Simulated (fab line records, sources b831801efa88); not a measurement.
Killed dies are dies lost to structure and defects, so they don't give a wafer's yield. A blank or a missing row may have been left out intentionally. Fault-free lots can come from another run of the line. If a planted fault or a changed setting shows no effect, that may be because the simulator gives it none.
Which tool did it? / flow sky130 / 36 wafers from 12 lots sampled at 6 of the route's 708 steps

## WHAT EACH GAUGE READ, for each wafer
SKY_FIELD_ISO_CD_MEAS_13 targets a cd of 150 nm.
lot=L441; measured=day 2 03:58; on=cdSem-02; cdNm (nm)=149.4 148.7 149.4
lot=L442; measured=day 2 04:38; on=cdSem-01; cdNm (nm)=147.7 149.1 149.1
lot=L449; measured=day 3 23:46; on=cdSem-01; cdNm (nm)=152.3 150.5 152.2
lot=L452; measured=day 4 14:10; on=cdSem-01; cdNm (nm)=150.2 150.1 150.8
lot=L455; measured=day 5 06:40; on=cdSem-02; cdNm (nm)=152.5 152.1 152.6
lot=L456; measured=day 5 12:25; on=cdSem-02; cdNm (nm)=146.4 149.1 147.6
lot=L459; measured=day 6 03:49; on=cdSem-01; cdNm (nm)=150.1 150.5 149.8
lot=L460; measured=day 6 08:54; on=cdSem-01; cdNm (nm)=151.6 152.1 151.5
lot=L461; measured=day 6 13:04; on=cdSem-01; cdNm (nm)=149.2 149.2 149.3
lot=L462; measured=day 6 18:32; on=cdSem-02; cdNm (nm)=149.6 148.5 148.3
lot=L463; measured=day 7 01:10; on=cdSem-01; cdNm (nm)=149.7 151.2 150.5
lot=L464; measured=day 7 07:30; on=cdSem-02; cdNm (nm)=152.6 150.9 150.5

SKY_PWDE_TW_MEAS_10.
lot=L441; measured=day 2 18:18; on=filmMetro-03; PWDE_TW=372 373 372
lot=L442; measured=day 3 20:00; on=filmMetro-01; PWDE_TW=374 373 375
lot=L449; measured=day 5 19:04; on=filmMetro-03; PWDE_TW=366 366 365
lot=L452; measured=day 6 12:28; on=filmMetro-01; PWDE_TW=374 373 374
lot=L455; measured=day 7 03:02; on=filmMetro-03; PWDE_TW=375 374 373
lot=L456; measured=day 7 12:11; on=filmMetro-01; PWDE_TW=372 375 373
lot=L459; measured=day 8 06:40; on=filmMetro-01; PWDE_TW=373 374 374
lot=L460; measured=day 8 11:00; on=filmMetro-02; PWDE_TW=382 381 380
lot=L461; measured=day 9 00:06; on=filmMetro-01; PWDE_TW=376 373 374
lot=L462; measured=day 9 13:24; on=filmMetro-02; PWDE_TW=380 382 381
lot=L463; measured=day 9 12:44; on=filmMetro-01; PWDE_TW=373 375 373
lot=L464; measured=day 9 21:23; on=filmMetro-02; PWDE_TW=379 379 380

SKY_NWELL_RS_MEAS_31: uses a four-point probe to measure.
lot=L441; measured=day 4 04:15; on=filmMetro-03; PWDE_RS (ohm/sq)=5283 5264 5289
lot=L442; measured=day 5 07:37; on=filmMetro-01; PWDE_RS (ohm/sq)=5287 5312 5282
lot=L449; measured=day 7 11:28; on=filmMetro-03; PWDE_RS (ohm/sq)=5561 5539 5560
lot=L452; measured=day 8 04:24; on=filmMetro-01; PWDE_RS (ohm/sq)=5285 5314 5285
lot=L455; measured=day 8 21:36; on=filmMetro-02; PWDE_RS (ohm/sq)=5282 5277 5283
lot=L456; measured=day 9 06:53; on=filmMetro-01; PWDE_RS (ohm/sq)=5297 5274 5270
lot=L459; measured=day 10 03:56; on=filmMetro-02; PWDE_RS (ohm/sq)=5251 5261 5257
lot=L460; measured=day 10 08:56; on=filmMetro-03; PWDE_RS (ohm/sq)=5256 5248 5256
lot=L461; measured=day 10 22:48; on=filmMetro-03; PWDE_RS (ohm/sq)=5268 5273 5290
lot=L462; measured=day 11 12:58; on=filmMetro-03; PWDE_RS (ohm/sq)=5260 5234 5251
lot=L463; measured=day 11 12:08; on=filmMetro-01; PWDE_RS (ohm/sq)=5291 5300 5291
lot=L464; measured=day 11 22:57; on=filmMetro-03; PWDE_RS (ohm/sq)=5310 5316 5306

SKY_LDD_P_OVL_MEAS_08.
lot=L441; measured=day 17 08:04; on=overlay-01; LDD_P_OVL (nm)=-1.2 -2.0 -0.3
lot=L442; measured=day 19 01:26; on=overlay-02; LDD_P_OVL (nm)=1.3 1.8 1.2
lot=L449; measured=day 22 21:50; on=overlay-02; LDD_P_OVL (nm)=1.7 2.3 1.2
lot=L452; measured=day 23 17:55; on=overlay-02; LDD_P_OVL (nm)=-2.6 -2.3 -3.9
lot=L455; measured=day 26 01:28; on=overlay-01; LDD_P_OVL (nm)=-1.4 0.6 0.6
lot=L456; measured=day 25 23:23; on=overlay-02; LDD_P_OVL (nm)=1.3 -0.1 -0.7
lot=L459; measured=day 26 03:59; on=overlay-01; LDD_P_OVL (nm)=-0.7 -0.8 -1.1
lot=L460; measured=day 26 10:37; on=overlay-02; LDD_P_OVL (nm)=0.7 2.4 0.7
lot=L461; measured=day 27 03:34; on=overlay-02; LDD_P_OVL (nm)=-2.1 -0.9 -0.1
lot=L462; measured=day 27 23:32; on=overlay-02; LDD_P_OVL (nm)=0.1 -0.2 -0.7
lot=L463; measured=day 28 00:13; on=overlay-02; LDD_P_OVL (nm)=0.2 -0.5 -1.4
lot=L464; measured=day 28 05:46; on=overlay-01; LDD_P_OVL (nm)=-0.9 -0.4 -2.2

## TOOL THAT RAN EACH LOT (tool first, then ch and the chambers of the sampled wafers, then the start)
lot=L441; SKY_PWDE_IMPLANT_08=implanter-02 ch 0, day 2 18:03; SKY_POLY_GATE_ETCH_15=rieDiel-02 ch 0,2, day 14 21:32
lot=L442; SKY_PWDE_IMPLANT_08=implanter-04 ch 0, day 3 19:46; SKY_POLY_GATE_ETCH_15=rieDiel-04 ch 0,1,2, day 16 09:59
lot=L449; SKY_PWDE_IMPLANT_08=implanter-02 ch 0, day 5 18:50; SKY_POLY_GATE_ETCH_15=rieDiel-04 ch 0,2,3, day 20 02:32
lot=L452; SKY_PWDE_IMPLANT_08=implanter-03 ch 0, day 6 12:13; SKY_POLY_GATE_ETCH_15=rieDiel-04 ch 0,1,3, day 20 23:50
lot=L455; SKY_PWDE_IMPLANT_08=implanter-03 ch 0, day 7 02:47; SKY_POLY_GATE_ETCH_15=rieDiel-02 ch 0,1, day 23 09:31
lot=L456; SKY_PWDE_IMPLANT_08=implanter-03 ch 0, day 7 11:58; SKY_POLY_GATE_ETCH_15=rieDiel-01 ch 0,1,3, day 23 09:10
lot=L459; SKY_PWDE_IMPLANT_08=implanter-03 ch 0, day 8 06:26; SKY_POLY_GATE_ETCH_15=rieDiel-02 ch 0,2, day 23 11:21
lot=L460; SKY_PWDE_IMPLANT_08=implanter-02 ch 0, day 8 10:45; SKY_POLY_GATE_ETCH_15=rieDiel-01 ch 0,3, day 23 19:16
lot=L461; SKY_PWDE_IMPLANT_08=implanter-04 ch 0, day 8 23:51; SKY_POLY_GATE_ETCH_15=rieDiel-04 ch 1,2,3, day 24 12:50
lot=L462; SKY_PWDE_IMPLANT_08=implanter-04 ch 0, day 9 13:10; SKY_POLY_GATE_ETCH_15=rieDiel-04 ch 0,1,3, day 25 08:43
lot=L463; SKY_PWDE_IMPLANT_08=implanter-02 ch 0, day 9 12:29; SKY_POLY_GATE_ETCH_15=rieDiel-02 ch 1,2,3, day 25 08:37
lot=L464; SKY_PWDE_IMPLANT_08=implanter-02 ch 0, day 9 21:08; SKY_POLY_GATE_ETCH_15=rieDiel-04 ch 0,3, day 25 16:40
- SKY_PWDE_IMPLANT_08
- SKY_POLY_GATE_ETCH_15: etches BARC in N2/H2, stops on SiO2, time 118.5 s, target depth 110 nm.

## AS READ BY THE TOOLS THEMSELVES (means over the sampled wafers that have a number; for cases with no such wafer, the mark the record gives instead)
SKY_PWDE_IMPLANT_08.
lot=L441 tool=implanter-02 faradayCurrentUA=20.5
lot=L442 tool=implanter-04 faradayCurrentUA=20.2
lot=L449 tool=implanter-02 faradayCurrentUA=20.1
lot=L452 tool=implanter-03 faradayCurrentUA=20.0
lot=L455 tool=implanter-03 faradayCurrentUA=20.5
lot=L456 tool=implanter-03 faradayCurrentUA=20.1
lot=L459 tool=implanter-03 faradayCurrentUA=20.1
lot=L460 tool=implanter-02 faradayCurrentUA=20.3
lot=L461 tool=implanter-04 faradayCurrentUA=20.3
lot=L462 tool=implanter-04 faradayCurrentUA=20.5
lot=L463 tool=implanter-02 faradayCurrentUA=20.4
lot=L464 tool=implanter-02 faradayCurrentUA=20.1

SKY_POLY_GATE_ETCH_15.
lot=L441; tool=rieDiel-02; drypumpMotorCurrentA (A)=5.3; oesProductAu (a.u.)=0.717; throttleValvePct (%)=13.211
lot=L442; tool=rieDiel-04; drypumpMotorCurrentA (A)=5.8; oesProductAu (a.u.)=0.718; throttleValvePct (%)=13.209
lot=L449; tool=rieDiel-04; drypumpMotorCurrentA (A)=6.1; oesProductAu (a.u.)=0.719; throttleValvePct (%)=13.214
lot=L452; tool=rieDiel-04; drypumpMotorCurrentA (A)=6.0; oesProductAu (a.u.)=0.720; throttleValvePct (%)=13.206
lot=L455; tool=rieDiel-02; drypumpMotorCurrentA (A)=5.9; oesProductAu (a.u.)=0.712; throttleValvePct (%)=13.212
lot=L456; tool=rieDiel-01; drypumpMotorCurrentA (A)=5.6; oesProductAu (a.u.)=0.716; throttleValvePct (%)=13.217
lot=L459; tool=rieDiel-02; drypumpMotorCurrentA (A)=5.4; oesProductAu (a.u.)=0.718; throttleValvePct (%)=13.217
lot=L460; tool=rieDiel-01; drypumpMotorCurrentA (A)=5.8; oesProductAu (a.u.)=0.719; throttleValvePct (%)=13.213
lot=L461; tool=rieDiel-04; drypumpMotorCurrentA (A)=5.9; oesProductAu (a.u.)=0.714; throttleValvePct (%)=13.214
lot=L462; tool=rieDiel-04; drypumpMotorCurrentA (A)=6.0; oesProductAu (a.u.)=0.715; throttleValvePct (%)=13.214
lot=L463; tool=rieDiel-02; drypumpMotorCurrentA (A)=5.9; oesProductAu (a.u.)=0.718; throttleValvePct (%)=13.212
lot=L464; tool=rieDiel-04; drypumpMotorCurrentA (A)=6.2; oesProductAu (a.u.)=0.711; throttleValvePct (%)=13.209

## THE ANSWER, worked out from the rows above alone
Rule: the usual values come from the lots themselves. Put in order of their means at a reading, lots are off if they are a third of the lots or fewer, leave a main group of 4 or more, and stand apart from it by a gap of 3 or more times the standard deviation of the main group's means; of several such gaps the widest counts. If all means in a main group match to the digits the tables above print for the reading, that group is not used. A lot without any number at a reading at which 4 lots or more have one is off too. Where the step has rows for the other lots, those lots are counted as sound. First the gauges in route order, then the tools' own readings, where a lot's mean is used as printed above. At the first step where some lot is off, the reading lying furthest off is the one used; lots without a number count as furthest.
Off: at SKY_NWELL_RS_MEAS_31 (PWDE_RS), L449. The main group has a mean of 5279 ohm/sq with a standard deviation of 19.
A tool fits if, at a process step before that reading, it ran every lot that is off, and no sound lot after the first of them. Gauges at SKY_NWELL_RS_MEAS_31: tried the same way as those tools. Of those tried, none fits.

## WHAT THE SIMULATOR PUT IN
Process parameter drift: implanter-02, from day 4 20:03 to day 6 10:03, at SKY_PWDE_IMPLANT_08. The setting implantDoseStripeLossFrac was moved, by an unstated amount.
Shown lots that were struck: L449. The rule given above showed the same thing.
